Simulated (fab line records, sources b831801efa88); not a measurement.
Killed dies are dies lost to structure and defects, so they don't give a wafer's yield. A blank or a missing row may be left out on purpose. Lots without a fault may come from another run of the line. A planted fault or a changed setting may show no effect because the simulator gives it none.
Which tool did it? | flow sfq_line | 14 lots, 42 wafers sampled, at 5 steps of a route of 325

WHAT THE GAUGES READ, wafer by wafer
SFQ_JJ_OVL_MEAS_931. Usual: J5_OVL 0 nm, standard deviation 4.4.
lot  | measured     | on         | J5_OVL (nm) | flag
L742 | day 50 02:24 | overlay-01 | -6 -7 -11   |
L743 | day 50 06:00 | overlay-02 | 4 4 4       |
L745 | day 51 09:40 | overlay-01 | 4 5 -3      |
L746 | day 51 14:27 | overlay-02 | -2 -1 -1    |
L747 | day 51 18:03 | overlay-02 | 2 -1 3      |
L748 | day 52 08:28 | overlay-01 | -2 -7 -5    |
L749 | day 52 19:04 | overlay-01 | -3 -1 1     |
L750 | day 53 01:27 | overlay-01 | 0 4 4       |
L751 | day 53 05:01 | overlay-01 | 1 1 -1      |
L752 | day 60 01:36 | overlay-02 | -3 6 -2     |
L761 | day 62 13:45 | overlay-01 | -6 -5 0     |
L762 | day 63 05:21 | overlay-02 | -5 -6 -6    |
L764 | day 63 23:28 | overlay-02 | 1 5 4       |
L765 | day 64 12:40 | overlay-01 | -1 2 2      |

SFQ_I7_BOW_MEAS_946. Usual: I7_BOW 9 um, standard deviation 9.7.
lot  | measured     | on            | I7_BOW (um) | flag
L742 | day 78 21:42 | film_metro-03 | 7 10 5      |
L743 | day 79 06:44 | film_metro-03 | 4 0 7       |
L745 | day 79 12:46 | film_metro-04 | 6 -6 -2     |
L746 | day 80 12:07 | film_metro-01 | 7 8 15      |
L747 | day 80 13:06 | film_metro-03 | -4 -1 -4    |
L748 | day 80 15:08 | film_metro-04 | 13 11 10    |
L749 | day 80 16:07 | film_metro-01 | 14 18 24    |
L750 | day 80 18:07 | film_metro-04 | 16 22 21    |
L751 | day 80 19:06 | film_metro-03 | 20 8 14     |
L752 | day 85 21:16 | film_metro-01 | 17 3 9      |
L761 | day 87 07:31 | film_metro-04 | 15 9 17     |
L762 | day 87 17:40 | film_metro-04 | -7 -9 -3    |
L764 | day 88 07:15 | film_metro-04 | 32 14 36    |
L765 | day 88 09:40 | film_metro-01 | 6 13 3      |

WHICH TOOL RAN EACH LOT (tool, then ch and the chambers of the sampled wafers, then the start)
lot  | SFQ_TRILAYER_L0_CAP_PECVD_011  | SFQ_TRILAYER_L0_VIA_ETCH_VIA_ETCH_016 | SFQ_TRILAYER_M1_BARC_OPEN_METAL_ETCH_054
L742 | pecvd-04 ch 0,1, day 2 09:46   | rie_diel-02 ch 0,1,2, day 5 07:44     | rie_metal-02 ch 0,1, day 11 09:32
L743 | pecvd-01 ch 0,1, day 2 14:34   | rie_diel-02 ch 0,3, day 5 11:20       | rie_metal-04 ch 0,1, day 11 15:32
L745 | pecvd-01 ch 1,2, day 3 00:10   | rie_diel-02 ch 2,3, day 6 00:32       | rie_metal-04 ch 0,1, day 12 05:56
L746 | pecvd-01 ch 0,1, day 3 04:29   | rie_diel-04 ch 0,1,3, day 6 05:20     | rie_metal-04 ch 0,1, day 12 11:56
L747 | pecvd-01 ch 1,2, day 3 09:33   | rie_diel-02 ch 2,3, day 6 11:20       | rie_metal-01 ch 0,1, day 12 13:08
L748 | pecvd-01 ch 0,1, day 3 12:10   | rie_diel-01 ch 1,3, day 6 14:29       | rie_metal-04 ch 1, day 12 16:44
L749 | pecvd-01 ch 0,1,2, day 3 18:10 | rie_diel-02 ch 0,1,2, day 6 21:29     | rie_metal-02 ch 0,1, day 13 02:20
L750 | pecvd-04 ch 0,1,2, day 4 00:10 | rie_diel-01 ch 0,1,2, day 7 04:41     | rie_metal-04 ch 0,1, day 13 10:44
L751 | pecvd-04 ch 0,2, day 4 03:46   | rie_diel-04 ch 1,3, day 7 08:17       | rie_metal-02 ch 0,1, day 13 15:32
L752 | pecvd-01 ch 0,1,2, day 4 06:11 | rie_diel-02 ch 0,1,3, day 7 10:41     | rie_metal-01 ch 0,1, day 13 19:09
L761 | pecvd-04 ch 0,2, day 6 01:22   | rie_diel-02 ch 1,2,3, day 9 11:53     | rie_metal-02 ch 0,1, day 17 04:20
L762 | pecvd-03 ch 0,1,2, day 6 07:23 | rie_diel-02 ch 1,2,3, day 9 21:35     | rie_metal-02 ch 0, day 17 06:32
L764 | pecvd-04 ch 0,1,2, day 6 15:46 | rie_diel-04 ch 0,2, day 10 08:23      | rie_metal-04 ch 0,1, day 17 23:20
L765 | pecvd-04 ch 0,1,2, day 6 21:55 | rie_diel-02 ch 0,1,3, day 10 14:23    | rie_metal-01 ch 0,1, day 18 05:20
- SFQ_TRILAYER_L0_CAP_PECVD_011: deposits SiO2 from SiH4/N2O, time 13.333 s, target thk 60 nm.
- SFQ_TRILAYER_L0_VIA_ETCH_VIA_ETCH_016: etches SiO2 in CHF3, stops on MoNx KI, target depth 80 nm.
- SFQ_TRILAYER_M1_BARC_OPEN_METAL_ETCH_054: etches BARC in O2, target depth 125 nm, time 41.7 s.

WHAT THE TOOLS THEMSELVES READ (means of the sampled wafers that have a number; where no wafer has one, the mark that the record gives instead)
SFQ_TRILAYER_L0_CAP_PECVD_011. Usual: heater_power_w 83 W, standard deviation 11; throttle_valve_pct 24.8 %, standard deviation 1.3.
lot  | tool     | heater_power_w (W) | throttle_valve_pct (%) | flag
L742 | pecvd-04 | 74                 | 25.1                   |
L743 | pecvd-01 | 80                 | 25.0                   |
L745 | pecvd-01 | 93                 | 23.3                   |
L746 | pecvd-01 | 74                 | 25.2                   |
L747 | pecvd-01 | 94                 | 23.2                   |
L748 | pecvd-01 | 77                 | 24.2                   |
L749 | pecvd-01 | 87                 | 24.1                   |
L750 | pecvd-04 | 82                 | 25.2                   |
L751 | pecvd-04 | 84                 | 25.8                   |
L752 | pecvd-01 | 87                 | 24.2                   |
L761 | pecvd-04 | 93                 | 25.9                   |
L762 | pecvd-03 | 73                 | 25.7                   |
L764 | pecvd-04 | 78                 | 25.2                   |
L765 | pecvd-04 | 78                 | 25.1                   |

SFQ_TRILAYER_L0_VIA_ETCH_VIA_ETCH_016. Usual: bias_w 79.98 W, standard deviation 0.23; drypump_motor_current_A 5.8 A, standard deviation 0.42; oes_product_au 0.840 a.u., standard deviation 0.0073.
lot  | tool        | bias_w (W) | drypump_motor_current_A (A) | oes_product_au (a.u.) | flag
L742 | rie_diel-02 | 79.97      | 5.7                         | 0.841                 |
L743 | rie_diel-02 | 79.97      | 6.2                         | 0.830                 |
L745 | rie_diel-02 | 80.26      | 6.2                         | 0.842                 |
L746 | rie_diel-04 | 79.93      | 5.7                         | 0.843                 |
L747 | rie_diel-02 | 79.91      | 5.9                         | 0.845                 |
L748 | rie_diel-01 | 79.92      | 5.2                         | 0.848                 |
L749 | rie_diel-02 | 79.98      | 5.7                         | 0.797                 | OFF
L750 | rie_diel-01 | 79.60      | 5.7                         | 0.840                 |
L751 | rie_diel-04 | 80.08      | 5.7                         | 0.833                 |
L752 | rie_diel-02 | 79.97      | 5.9                         | 0.812                 | OFF
L761 | rie_diel-02 | 80.02      | 5.8                         | 0.850                 |
L762 | rie_diel-02 | 80.03      | 5.8                         | 0.831                 |
L764 | rie_diel-04 | 79.88      | 5.6                         | 0.839                 |
L765 | rie_diel-02 | 79.91      | 5.9                         | 0.837                 |

SFQ_TRILAYER_M1_BARC_OPEN_METAL_ETCH_054. Usual: bias_w 80.04 W, standard deviation 0.24; drypump_motor_current_A 5.5 A, standard deviation 0.54; oes_product_au 0.685 a.u., standard deviation 0.0051.
lot  | tool         | bias_w (W) | drypump_motor_current_A (A) | oes_product_au (a.u.) | flag
L742 | rie_metal-02 | 80.02      | 5.1                         | 0.681                 |
L743 | rie_metal-04 | 79.53      | 5.8                         | 0.687                 |
L745 | rie_metal-04 | 79.98      | 5.8                         | 0.687                 |
L746 | rie_metal-04 | 80.21      | 5.4                         | 0.688                 |
L747 | rie_metal-01 | 80.30      | 5.3                         | 0.683                 |
L748 | rie_metal-04 | 80.26      | 6.2                         | 0.687                 |
L749 | rie_metal-02 | 80.04      | 5.5                         | 0.684                 |
L750 | rie_metal-04 | 80.25      | 5.4                         | 0.684                 |
L751 | rie_metal-02 | 80.25      | 5.1                         | 0.679                 |
L752 | rie_metal-01 | 79.90      | 5.3                         | 0.688                 |
L761 | rie_metal-02 | 80.29      | 5.5                         | 0.690                 |
L762 | rie_metal-02 | 80.03      | 5.8                         | 0.684                 |
L764 | rie_metal-04 | 80.09      | 5.8                         | 0.683                 |
L765 | rie_metal-01 | 80.27      | 5.3                         | 0.683                 |

THE ANSWER, worked out from the rows above alone
Rule: a lot is off if the mean of its wafers that have a number lies more than 3 standard deviations from the usual mean. A lot without any number at a reading at which 4 lots or more have one is off too. The other lots that the step has rows for count as sound. The gauges are gone through in route order, then the tools' own readings, and for those a lot's mean is taken as printed above. The first step at which some lot is off is used, and at that step the reading that is off furthest; a lot without a number counts as furthest.
Off: L749, L752, at SFQ_TRILAYER_L0_VIA_ETCH_VIA_ETCH_016 (oes_product_au).
A tool fits if, at that step or a process step before it, it ran every lot that is off, and no sound lot after the first of them. One fits: pecvd-01 at SFQ_TRILAYER_L0_CAP_PECVD_011. Its last sound lot is L748 (day 3 12:10), its first lot that is off L749 (day 3 18:10): a fault that began between those two fits.

WHAT THE SIMULATOR HAD PUT IN
Process parameter drift: pecvd-01, from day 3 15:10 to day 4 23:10, at SFQ_TRILAYER_L0_CAP_PECVD_011. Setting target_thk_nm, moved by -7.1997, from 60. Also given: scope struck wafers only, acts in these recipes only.
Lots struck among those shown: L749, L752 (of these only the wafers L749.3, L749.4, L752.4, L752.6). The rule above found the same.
